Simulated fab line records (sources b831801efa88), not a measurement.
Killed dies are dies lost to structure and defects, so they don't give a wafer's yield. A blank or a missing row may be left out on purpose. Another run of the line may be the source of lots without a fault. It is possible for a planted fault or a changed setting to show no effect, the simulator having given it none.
Struck lot and sound lot, side by side    flow sky130    4 steps out of a route of 708
Sound: the wafers L275.1, L275.3, L275.6. Wafers L273.1, L273.3, L273.4 were the ones struck. The cause comes at the end.
At each step with rows: each side's tool, then ch and its chambers, then its first start. Under that, the readings that differ: sound wafers    struck wafers    difference of the means    sigmas: that difference in standard deviations of wafers without a fault.
alike: readings whose means differ by less than 2 such deviations, and words and numbers that are the same on both sides. not compared: withheld readings, readings that some wafer has no value for, bounds like >300 that may hide the same value, and numbers for which the record gives no deviation and whose values overlap.
A row with sigmas, a row that says differs or no value, or rows on one side alone: a step with any of these is where the two part. Numbers that don't overlap but have no deviation are shown without sigmas and don't part them. A reading missing from all wafers of one side parts the sides only when that side holds two or more wafers.

SKY_FIELD_ISO_BOW_MEAS_00:
  sound on film-metro-01 at day 4 13:00; struck on film-metro-04 at day 4 03:00
  alike: INCOMING_BOW
SKY_FIELD_ISO_OXIDATION_01: stabilise 600 s, purge 300 s, target thk 12 nm.
  struck on furnace-01, day 4 04:08; sound on furnace-01 ch 0, day 4 13:07
  no value came back on the struck wafers for ox-temp-c (C), ox-temp-c-max, zone-power-top-pct (%); on the sound wafers ox-temp-c (C) reads 899.6 899.8 900.0
then, 1 step without rows for these wafers: SKY_FIELD_ISO_CVD_03 (deposits Si3N4 from DCS/NH3, target thk 165 nm, time 2830 s).
-- the record jumps here: 45 days lie between the struck wafers' starts before and after (it left off in module FIELD_ISO and takes up again in module PAD_OPEN, whose first step shown is number 708 of the route) --
SKY_PAD_OPEN_PROBE_99:
  sound on prober-02 at day 49 08:31; struck on prober-02 at day 48 23:57
reading                                           sound                 struck                difference  sigmas
model.etest.cap-li-to-poly.c-af-um2               96.78 96.83 102.2     94.76 93.67 95.89     -3.83       
model.etest.cap-poly-to-well.c-af-um2             89.94 94.11 91.69     94.38 95 95.55        +3.06       
model.etest.field-p.vt-v (V)                      -42.91 -41.48 -42.81  -38.79 -37.89 -39.03  +3.83       
model.etest.field-n.vt-v (V)                      35.93 35.28 35.95     34.78 34.53 35.01     -0.95       
model.etest.diode-pdiff-fingers.leak-log10-a-cm2  -6.528 -6.96 -6.241   -5.813 -5.971 -5.728  +0.739      
  not compared: model.etest.pfet_16v.r-on-ohm-um, model.etest.res-iso-pwell.rs-ohm-sq, model.etest.res-iso-pwell.line-ohm-um

== WHERE THEY PART ==
Within this record, at SKY_FIELD_ISO_OXIDATION_01 only.

WHY: what the simulator had put in
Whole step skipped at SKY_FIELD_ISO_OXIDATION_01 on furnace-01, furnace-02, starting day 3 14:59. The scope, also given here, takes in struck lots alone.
